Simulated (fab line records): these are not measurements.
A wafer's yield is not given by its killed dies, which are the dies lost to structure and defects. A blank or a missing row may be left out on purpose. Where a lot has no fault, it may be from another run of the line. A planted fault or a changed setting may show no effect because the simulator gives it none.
fab line records	flow sfq-line	part 1 of 2: steps 1 to 25 of 34
[record] lots = 5	wafers = 15	last-day = 86
route steps=325 shown I4@165 JJ@178 M5@198
lots that met no fault: from a run of the same line without faults
start-h: hours from the record's opening day to when the first of the lot's shown wafers began	wait-h: hours from the lot's prior step to this one	" the same as in the row above	L1.1+2: one row covering several wafers at once	- no value, or no start was given	* or withheld: withheld	< > ~ a bound
route shown NAME@n: NAME is a module with steps in the file, n the number in the route of the first one	usual: mean/standard deviation of fault-free wafers	same: alike in all rows	chamber/n: place in a boat	sites: per-site readings	_std_site: standard deviation across them	_edge_site: outer sites' mean less inner sites'	radius-mm: for every site, how far away it sits from the centre of the wafer	mask NAME#n: copy n	behind: the most recent tool/chamber to have shaped the wafer	hold: what put the lot on hold/how long, in hours/how the hold closed	device: which transistor (n, p or np) failed to switch	end of line: the same wafers' tests at the end of the route	step lacking rows: just its recipe	killed: dies lost to structure and defects at the first sort, not the wafer's yield	map: a wafer's dies, marking killed ones x, the rest . and places with no die _
set.NAME: setting as actually run; set.NAME@STEP: the setting as run at that earlier step	model.NAME: the simulator's own value behind a step, which no gauge read
a table for each step, a row for each wafer; lots at some steps of the route
services: when a tool's chamber went out of use (start-h, in hours from the record's first day, below 0 if earlier), for how many hours, and the reason
[[steps]]
[step SFQ_I4_BOW_MEAS_927]
[recipe] mode = bow
[usual] I4_BOW = 3/10
lot.wafer	tool	chamber	start-h	wait-h	I4_BOW[um]
L082.1	film-metro-02	-	1063.29	1.0	13
L082.4	"	-	"	"	17
L082.5	"	-	"	"	15
L084.1	film-metro-02	-	1068.09	1.5	6
L084.2	"	-	"	"	3
L084.5	"	-	"	"	3
L085.1	film-metro-03	-	1069.29	2.0	-9
L085.4	"	-	"	"	-25
L085.5	"	-	"	"	-15
L088.2	film-metro-02	-	1077.11	2.0	-15
L088.4	"	-	"	"	6
L088.6	"	-	"	"	6
L092.1	film-metro-04	-	1086.09	2.0	2
L092.3	"	-	"	"	-1
L092.4	"	-	"	"	-5
[step SFQ_TRILAYER_I4_METRO_MEASURE_101]
[usual] thk-nm = 199.5/1.2
lot.wafer	tool	chamber	start-h	wait-h	thk-nm
L082.1	film-metro-02	-	1063.41	0.1	198.4
L082.4	"	-	"	"	200.0
L082.5	"	-	"	"	199.1
L084.1	film-metro-02	-	1068.21	0.1	200.0
L084.2	"	-	"	"	199.1
L084.5	"	-	"	"	199.2
L085.1	film-metro-03	-	1069.41	0.1	199.3
L085.4	"	-	"	"	198.8
L085.5	"	-	"	"	199.4
L088.2	film-metro-02	-	1077.41	0.3	200.6
L088.4	"	-	"	"	198.5
L088.6	"	-	"	"	200.1
L092.1	film-metro-04	-	1086.21	0.1	201.5
L092.3	"	-	"	"	202.0
L092.4	"	-	"	"	202.4
[step SFQ_TRILAYER_I4_VIA_LITHO_COAT_108]
[recipe] resist = BARC	spin-rpm = 3000	resist-thk-nm = 62
[usual] chill-plate-temp-C = 23.00/0.1	dispense-pressure-kPa = 48/3.6
lot.wafer	tool	chamber	start-h	wait-h	chill-plate-temp-C	dispense-pressure-kPa
L082.1	litho-track-04	0	1064.61	1.0	22.97	45
L082.4	"	0	"	"	22.98	45
L082.5	"	0	"	"	23.04	45
L084.1	litho-track-02	0	1069.41	1.0	23.12	45
L084.2	"	0	"	"	23.14	45
L084.5	"	0	"	"	23.09	45
L085.1	litho-track-03	0	1070.61	1.0	22.96	52
L085.4	"	0	"	"	22.92	52
L085.5	"	0	"	"	22.94	52
L088.2	litho-track-03	0	1078.46	0.8	22.97	52
L088.4	"	0	"	"	22.93	52
L088.6	"	0	"	"	22.86	52
L092.1	litho-track-04	0	1087.41	1.0	23.02	45
L092.3	"	0	"	"	23.03	45
L092.4	"	0	"	"	22.95	45
[step SFQ_TRILAYER_I4_VIA_LITHO_COAT_103]
[recipe] resist = KrF	spin-rpm = 3000	resist-thk-nm = 650
[usual] chill-plate-temp-C = 23.00/0.086	dispense-pressure-kPa = 48/3.6
lot.wafer	tool	chamber	start-h	wait-h	chill-plate-temp-C	dispense-pressure-kPa
L082.1	litho-track-04	0	1064.91	0.2	22.98	45
L082.4	"	0	"	"	23.01	45
L082.5	"	0	"	"	23.09	45
L084.1	litho-track-02	0	1069.71	0.2	23.10	45
L084.2	"	0	"	"	22.97	45
L084.5	"	0	"	"	23.13	45
L085.1	litho-track-03	0	1070.91	0.2	22.95	52
L085.4	"	0	"	"	22.97	52
L085.5	"	0	"	"	22.95	52
L088.2	litho-track-03	0	1078.76	0.2	22.99	52
L088.4	"	0	"	"	22.98	52
L088.6	"	0	"	"	23.04	52
L092.1	litho-track-04	0	1087.71	0.2	22.99	45
L092.3	"	0	"	"	23.10	45
L092.4	"	0	"	"	22.92	45
[step SFQ_TRILAYER_I4_VIA_LITHO_SOFTBAKE_107]
[recipe] temp-c = withheld	time-s = withheld	resist = KrF
[usual] chill-plate-temp-C = *
lot.wafer	tool	chamber	start-h	wait-h	chill-plate-temp-C
L082.1	litho-track-04	0	1065.21	0.2	*
L082.4	"	0	"	"	*
L082.5	"	0	"	"	*
L084.1	litho-track-02	0	1070.01	0.2	*
L084.2	"	0	"	"	*
L084.5	"	0	"	"	*
L085.1	litho-track-03	0	1071.21	0.2	*
L085.4	"	0	"	"	*
L085.5	"	0	"	"	*
L088.2	litho-track-03	0	1079.04	0.2	*
L088.4	"	0	"	"	*
L088.6	"	0	"	"	*
L092.1	litho-track-04	0	1088.01	0.2	*
L092.3	"	0	"	"	*
L092.4	"	0	"	"	*
[step SFQ_TRILAYER_I4_VIA_LITHO_EXPOSE_104]
[recipe] mask-id = I4	na = 0.6	source-shape = conventional	sigma-outer = 0.65	target-cd-nm = 700	dose-mj = 21.3
lot.wafer	tool	chamber	start-h	wait-h	mask
L082.1+4+5	krf-scanner-01	0	1181.38	-	I4#0
L084.1+2+5	krf-scanner-01	0	1184.98	-	I4#0
L085.1+4+5	krf-scanner-01	0	1186.18	-	I4#0
L088.2+4+6	krf-scanner-02	0	1193.49	-	I4#0
L092.1+3+4	krf-scanner-02	0	1201.69	-	I4#0
[step SFQ_TRILAYER_I4_VIA_LITHO_PEB_106]
[recipe] peb-temp-c = 115	peb-time-s = 60	resist = KrF
[usual] chill-plate-temp-C = 23.02/0.1
lot.wafer	tool	chamber	start-h	wait-h	chill-plate-temp-C
L082.1	litho-track-02	0	1182.58	1.0	23.04
L082.4	"	0	"	"	22.93
L082.5	"	0	"	"	22.95
L084.1	litho-track-02	0	1186.18	1.0	23.18
L084.2	"	0	"	"	23.12
L084.5	"	0	"	"	23.16
L085.1	litho-track-03	0	1187.38	1.0	22.87
L085.4	"	0	"	"	22.93
L085.5	"	0	"	"	22.95
L088.2	litho-track-04	0	1194.51	0.8	23.03
L088.4	"	0	"	"	23.06
L088.6	"	0	"	"	23.13
L092.1	litho-track-02	0	1202.89	1.0	23.13
L092.3	"	0	"	"	22.95
L092.4	"	0	"	"	23.13
[step SFQ_TRILAYER_I4_VIA_LITHO_DEVELOP_105]
[recipe] time-s = 60	resist = KrF
[usual] chill-plate-temp-C = 23.00/0.099
lot.wafer	tool	chamber	start-h	wait-h	chill-plate-temp-C
L082.1	litho-track-02	0	1182.73	0.1	22.99
L082.4	"	0	"	"	22.76
L082.5	"	0	"	"	22.92
L084.1	litho-track-02	0	1186.33	0.1	22.95
L084.2	"	0	"	"	22.97
L084.5	"	0	"	"	22.94
L085.1	litho-track-03	0	1187.53	0.1	23.02
L085.4	"	0	"	"	23.05
L085.5	"	0	"	"	23.00
L088.2	litho-track-04	0	1194.66	0.1	22.90
L088.4	"	0	"	"	22.84
L088.6	"	0	"	"	23.00
L092.1	litho-track-02	0	1203.04	0.1	22.97
L092.3	"	0	"	"	22.97
L092.4	"	0	"	"	22.92
[step SFQ_I4_OVL_MEAS_928]
[usual] I4_OVL = 1/6.1
lot.wafer	tool	chamber	start-h	wait-h	I4_OVL[nm]
L082.1	overlay-01	-	1182.88	0.1	-3
L082.4	"	-	"	"	2
L082.5	"	-	"	"	0
L084.1	overlay-01	-	1186.48	0.1	-1
L084.2	"	-	"	"	-6
L084.5	"	-	"	"	-2
L085.1	overlay-01	-	1187.68	0.1	-8
L085.4	"	-	"	"	-7
L085.5	"	-	"	"	-8
L088.2	overlay-02	-	1194.79	0.1	2
L088.4	"	-	"	"	1
L088.6	"	-	"	"	3
L092.1	overlay-01	-	1203.19	0.1	3
L092.3	"	-	"	"	12
L092.4	"	-	"	"	4
[step SFQ_TRILAYER_I4_VIA_BARC_OPEN_VIA_ETCH_146]
[recipe] mask-material = PR	chemistry = O2	target-depth-nm = 125	target = BARC	source-w = 500	bias-w = 80	pressure-mtorr = 30	time-s = 41.7
[usual] drypump-motor-current-A = 5.8/0.37	oes-product-au = 0.685/0.0046
lot.wafer	tool	chamber	start-h	wait-h	drypump-motor-current-A	oes-product-au	rf-hours-counter-h
L082.1	rie-diel-02	2	1182.92	0.0	6.0	0.687	4
L082.4	"	0	"	"	5.8	0.690	6
L082.5	"	1	"	"	5.5	0.683	-
L084.1	rie-diel-04	1	1186.52	0.0	5.7	0.682	14
L084.2	"	3	"	"	6.3	0.686	3
L084.5	"	2	"	"	6.2	0.684	-
L085.1	rie-diel-01	0	1187.72	0.0	5.5	0.692	8
L085.4	"	1	"	"	5.1	0.683	19
L085.5	"	0	"	"	5.5	0.683	-
L088.2	rie-diel-02	3	1194.82	0.0	5.6	0.682	10
L088.4	"	1	"	"	5.4	0.684	11
L088.6	"	1	"	"	5.4	0.683	-
L092.1	rie-diel-01	2	1203.22	0.0	5.9	0.686	6
L092.3	"	3	"	"	5.9	0.682	17
L092.4	"	0	"	"	5.5	0.692	8
[step SFQ_TRILAYER_I4_VIA_ETCH_VIA_ETCH_106]
[recipe] target = SiO2	stop-on = Nb	mask-material = PR	taper-deg = 20	chemistry = CHF3	target-depth-nm = 260	source-w = 500	bias-w = 80	pressure-mtorr = 30	time-s = withheld
[usual] drypump-motor-current-A = 5.8/0.37	oes-product-au = 0.854/0.0054
lot.wafer	tool	chamber	start-h	wait-h	drypump-motor-current-A	oes-product-au
L082.1	rie-diel-02	2	1182.96	0.0	6.0	0.846
L082.4	"	0	"	"	5.8	0.850
L082.5	"	1	"	"	5.4	0.855
L084.1	rie-diel-04	1	1186.56	0.0	5.7	0.849
L084.2	"	3	"	"	6.3	0.850
L084.5	"	2	"	"	6.2	0.853
L085.1	rie-diel-01	0	1187.76	0.0	5.5	0.846
L085.4	"	1	"	"	5.1	0.859
L085.5	"	0	"	"	5.5	0.856
L088.2	rie-diel-02	3	1194.86	0.0	5.6	0.853
L088.4	"	1	"	"	5.4	0.845
L088.6	"	1	"	"	5.4	0.859
L092.1	rie-diel-01	2	1203.26	0.0	5.9	0.858
L092.3	"	3	"	"	5.9	0.860
L092.4	"	0	"	"	5.5	0.860
[step SFQ_TRILAYER_I4_VIA_STRIP_STRIP_107]
[recipe] gas = O2	power-w = 200	platen-temp-c = 40	overash-fraction = 0.65	chemistry = O2	pressure-mtorr = 50
[usual] drypump-motor-current-A = 5.4/0.43	oes-product-au = 0.997/0.0064	platen-temp-c = 39.97/0.11
lot.wafer	tool	chamber	start-h	wait-h	drypump-motor-current-A	oes-product-au	platen-temp-c	rf-hours-counter-h
L082.1	rie-metal-02	1	1183.07	-	5.6	0.985	39.82	27
L082.4	"	1	"	"	5.6	0.987	39.88	-
L082.5	"	1	"	"	5.6	0.998	39.84	-
L084.1	rie-metal-02	1	1186.67	-	5.7	0.996	39.84	27
L084.2	"	1	"	"	5.7	0.995	39.89	-
L084.5	"	1	"	"	5.7	0.990	39.98	-
L085.1	rie-metal-04	0	1187.87	-	4.9	0.997	40.12	89
L085.4	"	0	"	"	4.9	1.007	40.07	-
L085.5	"	1	"	"	5.5	1.007	39.96	-
L088.2	rie-metal-04	1	1194.98	-	5.5	0.995	40.06	24
L088.4	"	0	"	"	4.9	0.993	39.89	-
L088.6	"	0	"	"	4.9	0.988	39.90	-
L092.1	rie-metal-04	1	1203.38	-	5.5	0.999	40.07	25
L092.3	"	1	"	"	5.4	0.994	40.09	-
L092.4	"	0	"	"	4.9	0.996	40.13	-
[step SFQ_TRILAYER_I4_VIA_STRIP_SOLV_CLEAN_108]
[recipe] chemistry = NMP	temp-c = 70	time-s = 600
lot.wafer	tool	chamber	start-h	wait-h
L082.1+4+5	wet-bench-04	3,0,1	1184.27	1.0
L084.1+2+5	wet-bench-02	2,3,1	1187.87	1.0
L085.1+4+5	wet-bench-04	7,2,5	1188.47	0.4
L088.2+4+6	wet-bench-04	4,2,5	1195.58	0.4
L092.1+3+4	wet-bench-04	3,1,7	1203.98	0.4
[step SFQ_TRILAYER_JJ_TRILAYER_DEP_PRE_CLEAN_113]
[recipe] gas = Ar	time-s = 22.5	bias-v = 250
lot.wafer	tool	chamber	start-h	wait-h
L082.1+4+5	pvd-sputter-03	-	1184.45	0.0
L084.1+2+5	pvd-sputter-06	-	1188.22	0.0
L085.1+4+5	pvd-sputter-03	-	1188.65	0.0
L088.2+4+6	pvd-sputter-06	-	1195.75	0.0
L092.1+3+4	pvd-sputter-03	-	1204.15	0.0
[step SFQ_TRILAYER_JJ_TRILAYER_DEP_SPUTTER_109]
[recipe] material = Nb	base-pressure-pa = 1.33e-06	chamber-pressure-pa = 0.1333	substrate-temp-c = 20	target-thk-nm = 150	power-w = 2000	time-s = 100
[usual] base-pressure-pa = 1.33e-06/8.7e-08	throttle-valve-pct = 30.0/1.1
lot.wafer	tool	chamber	start-h	wait-h	base-pressure-pa	throttle-valve-pct
L082.1	pvd-sputter-03	-	1184.47	0.0	1.34e-06	27.9
L082.4	"	-	"	"	1.21e-06	30.4
L082.5	"	-	"	"	1.36e-06	28.8
L084.1	pvd-sputter-06	-	1188.25	0.0	1.31e-06	28.8
L084.2	"	-	"	"	1.43e-06	29.2
L084.5	"	-	"	"	1.35e-06	31.3
L085.1	pvd-sputter-03	-	1188.67	0.0	1.11e-06	31.9
L085.4	"	-	"	"	1.23e-06	29.0
L085.5	"	-	"	"	1.33e-06	30.2
L088.2	pvd-sputter-06	-	1195.78	0.0	1.33e-06	29.1
L088.4	"	-	"	"	1.37e-06	31.6
L088.6	"	-	"	"	1.24e-06	31.3
L092.1	pvd-sputter-03	-	1204.18	0.0	1.16e-06	27.8
L092.3	"	-	"	"	1.3e-06	31.8
L092.4	"	-	"	"	1.11e-06	28.8
[step SFQ_TRILAYER_JJ_TRILAYER_DEP_SPUTTER_110]
[recipe] material = Al	base-pressure-pa = 1.33e-06	target-thk-nm = 8	power-w = 500	time-s = 10	chamber-pressure-pa = 0.4
[usual] base-pressure-pa = 1.34e-06/9.2e-08	throttle-valve-pct = 30.0/1.1
lot.wafer	tool	chamber	start-h	wait-h	base-pressure-pa	throttle-valve-pct
L082.1	pvd-sputter-03	-	1184.55	0.0	1.38e-06	27.9
L082.4	"	-	"	"	1.2e-06	30.2
L082.5	"	-	"	"	1.36e-06	28.6
L084.1	pvd-sputter-06	-	1188.32	0.0	1.41e-06	28.7
L084.2	"	-	"	"	1.3e-06	29.3
L084.5	"	-	"	"	1.39e-06	31.5
L085.1	pvd-sputter-03	-	1188.75	0.0	1.33e-06	31.7
L085.4	"	-	"	"	1.39e-06	28.9
L085.5	"	-	"	"	1.23e-06	30.4
L088.2	pvd-sputter-06	-	1195.85	0.0	1.37e-06	28.8
L088.4	"	-	"	"	1.43e-06	31.6
L088.6	"	-	"	"	1.32e-06	31.2
L092.1	pvd-sputter-03	-	1204.25	0.0	1.26e-06	27.8
L092.3	"	-	"	"	1.38e-06	31.5
L092.4	"	-	"	"	1.54e-06	29.0
[step SFQ_TRILAYER_JJ_TRILAYER_DEP_AL_OXIDATION_111]
[recipe] pressure-mbar = 0.014667	oxidation-time-s = 600	temperature-k = 293
lot.wafer	tool	chamber	start-h	wait-h
L082.1+4+5	pvd-sputter-03	-	1184.57	0.0
L084.1+2+5	pvd-sputter-06	-	1188.34	0.0
L085.1+4+5	pvd-sputter-03	-	1188.77	0.0
L088.2+4+6	pvd-sputter-06	-	1195.87	0.0
L092.1+3+4	pvd-sputter-03	-	1204.27	0.0
[step SFQ_TRILAYER_JJ_TRILAYER_DEP_SPUTTER_112]
[recipe] material = Nb	base-pressure-pa = 1.33e-06	chamber-pressure-pa = 0.1333	substrate-temp-c = 20	target-thk-nm = 170	power-w = 2000	time-s = 113.3
[usual] base-pressure-pa = 1.34e-06/8.6e-08	throttle-valve-pct = 30.0/1.1
lot.wafer	tool	chamber	start-h	wait-h	base-pressure-pa	throttle-valve-pct
L082.1	pvd-sputter-03	-	1185.57	0.5	1.45e-06	27.8
L082.4	"	-	"	"	1.23e-06	30.4
L082.5	"	-	"	"	1.29e-06	28.6
L084.1	pvd-sputter-06	-	1189.34	0.5	1.35e-06	29.0
L084.2	"	-	"	"	1.41e-06	29.4
L084.5	"	-	"	"	1.42e-06	31.4
L085.1	pvd-sputter-03	-	1189.77	0.5	1.28e-06	31.7
L085.4	"	-	"	"	1.11e-06	28.8
L085.5	"	-	"	"	1.33e-06	30.6
L088.2	pvd-sputter-06	-	1196.87	0.5	1.39e-06	28.8
L088.4	"	-	"	"	1.32e-06	31.3
L088.6	"	-	"	"	1.37e-06	31.5
L092.1	pvd-sputter-03	-	1205.27	0.5	1.37e-06	27.8
L092.3	"	-	"	"	1.34e-06	31.7
L092.4	"	-	"	"	1.36e-06	28.6
[step SFQ_JJ_RS_MEAS_929]
[recipe] thk-meas-gauge = four-point-probe	reads = Nb_of_TRILAYER_JJ_TRILAYER_DEP_SPUTTER_112
[usual] JJ_NB_RS = 1.052/0.0096
lot.wafer	tool	chamber	start-h	wait-h	JJ_NB_RS[ohm/sq]
L082.1	film-metro-01	-	1185.65	0.0	1.057
L082.4	"	-	"	"	1.037
L082.5	"	-	"	"	1.046
L084.1	film-metro-02	-	1189.42	0.0	1.051
L084.2	"	-	"	"	1.048
L084.5	"	-	"	"	1.047
L085.1	film-metro-03	-	1189.85	0.0	1.055
L085.4	"	-	"	"	1.064
L085.5	"	-	"	"	1.053
L088.2	film-metro-03	-	1196.97	0.1	1.054
L088.4	"	-	"	"	1.049
L088.6	"	-	"	"	1.056
L092.1	film-metro-02	-	1205.35	0.0	1.051
L092.3	"	-	"	"	1.037
L092.4	"	-	"	"	1.051
[step SFQ_TRILAYER_JJ_CE_LITHO_COAT_119]
[recipe] resist = BARC	spin-rpm = 3000	resist-thk-nm = 62
[usual] chill-plate-temp-C = 23.01/0.1	dispense-pressure-kPa = 50/4.6
lot.wafer	tool	chamber	start-h	wait-h	chill-plate-temp-C	dispense-pressure-kPa
L082.1	litho-track-04	0	1185.83	0.1	22.97	45
L082.4	"	0	"	"	22.97	45
L082.5	"	0	"	"	23.11	45
L084.1	litho-track-03	0	1189.60	0.1	23.03	52
L084.2	"	0	"	"	22.96	52
L084.5	"	0	"	"	23.05	52
L085.1	litho-track-04	0	1190.03	0.1	23.15	45
L085.4	"	0	"	"	23.14	45
L085.5	"	0	"	"	23.00	45
L088.2	litho-track-01	0	1197.18	0.1	23.07	56
L088.4	"	0	"	"	22.93	56
L088.6	"	0	"	"	23.15	55
L092.1	litho-track-04	0	1205.53	0.1	23.10	45
L092.3	"	0	"	"	23.10	45
L092.4	"	0	"	"	23.07	45
[step SFQ_TRILAYER_JJ_CE_LITHO_COAT_114]
[recipe] resist = KrF	spin-rpm = 3000	resist-thk-nm = 600
[usual] chill-plate-temp-C = 22.99/0.12	dispense-pressure-kPa = 50/4.6
lot.wafer	tool	chamber	start-h	wait-h	chill-plate-temp-C	dispense-pressure-kPa
L082.1	litho-track-04	0	1186.13	0.2	23.15	45
L082.4	"	0	"	"	23.07	45
L082.5	"	0	"	"	23.17	45
L084.1	litho-track-03	0	1189.90	0.2	23.01	52
L084.2	"	0	"	"	22.92	52
L084.5	"	0	"	"	22.95	52
L085.1	litho-track-04	0	1190.33	0.2	23.12	45
L085.4	"	0	"	"	23.12	45
L085.5	"	0	"	"	22.94	45
L088.2	litho-track-01	0	1197.48	0.2	23.05	55
L088.4	"	0	"	"	23.06	55
L088.6	"	0	"	"	23.08	56
L092.1	litho-track-04	0	1205.83	0.2	22.91	45
L092.3	"	0	"	"	22.96	45
L092.4	"	0	"	"	22.91	45
[step SFQ_TRILAYER_JJ_CE_LITHO_SOFTBAKE_118]
[recipe] temp-c = withheld	time-s = withheld	resist = KrF
[usual] chill-plate-temp-C = *
lot.wafer	tool	chamber	start-h	wait-h	chill-plate-temp-C
L082.1	litho-track-04	0	1186.43	0.2	*
L082.4	"	0	"	"	*
L082.5	"	0	"	"	*
L084.1	litho-track-03	0	1190.20	0.2	*
L084.2	"	0	"	"	*
L084.5	"	0	"	"	*
L085.1	litho-track-04	0	1190.63	0.2	*
L085.4	"	0	"	"	*
L085.5	"	0	"	"	*
L088.2	litho-track-01	0	1197.76	0.2	*
L088.4	"	0	"	"	*
L088.6	"	0	"	"	*
L092.1	litho-track-04	0	1206.13	0.2	*
L092.3	"	0	"	"	*
L092.4	"	0	"	"	*
[step SFQ_TRILAYER_JJ_CE_LITHO_EXPOSE_115]
[recipe] mask-id = J5	na = 0.6	source-shape = conventional	sigma-outer = 0.65	target-cd-nm = 700	dose-mj = 14.4
lot.wafer	tool	chamber	start-h	wait-h	mask
L082.1+4+5	krf-scanner-01	0	1309.81	-	J5#0
L084.1+2+5	krf-scanner-01	0	1313.41	-	J5#0
L085.1+4+5	krf-scanner-01	0	1314.61	-	J5#0
L088.2+4+6	krf-scanner-01	0	1323.21	-	J5#0
L092.1+3+4	krf-scanner-01	0	1335.01	-	J5#0
[step SFQ_TRILAYER_JJ_CE_LITHO_PEB_117]
[recipe] peb-temp-c = 115	peb-time-s = 60	resist = KrF
[usual] chill-plate-temp-C = 23.04/0.11
lot.wafer	tool	chamber	start-h	wait-h	chill-plate-temp-C
L082.1	litho-track-01	0	1311.01	1.0	22.89
L082.4	"	0	"	"	22.90
L082.5	"	0	"	"	22.98
L084.1	litho-track-01	0	1314.61	1.0	22.90
L084.2	"	0	"	"	23.04
L084.5	"	0	"	"	23.02
L085.1	litho-track-04	0	1315.81	1.0	22.82
L085.4	"	0	"	"	22.92
L085.5	"	0	"	"	23.01
L088.2	litho-track-04	0	1324.24	0.8	23.26
L088.4	"	0	"	"	22.91
L088.6	"	0	"	"	23.06
L092.1	litho-track-01	0	1336.21	1.0	23.11
L092.3	"	0	"	"	23.03
L092.4	"	0	"	"	23.03
[step SFQ_TRILAYER_JJ_CE_LITHO_DEVELOP_116]
[recipe] time-s = 60	resist = KrF
[usual] chill-plate-temp-C = 22.98/0.11
lot.wafer	tool	chamber	start-h	wait-h	chill-plate-temp-C
L082.1	litho-track-01	0	1311.16	0.1	22.98
L082.4	"	0	"	"	22.91
L082.5	"	0	"	"	23.02
L084.1	litho-track-01	0	1314.76	0.1	23.05
L084.2	"	0	"	"	23.04
L084.5	"	0	"	"	23.00
L085.1	litho-track-04	0	1315.96	0.1	22.92
L085.4	"	0	"	"	23.03
L085.5	"	0	"	"	22.93
L088.2	litho-track-04	0	1324.39	0.1	22.94
L088.4	"	0	"	"	23.01
L088.6	"	0	"	"	22.92
L092.1	litho-track-01	0	1336.36	0.1	23.17
L092.3	"	0	"	"	23.00
L092.4	"	0	"	"	22.98
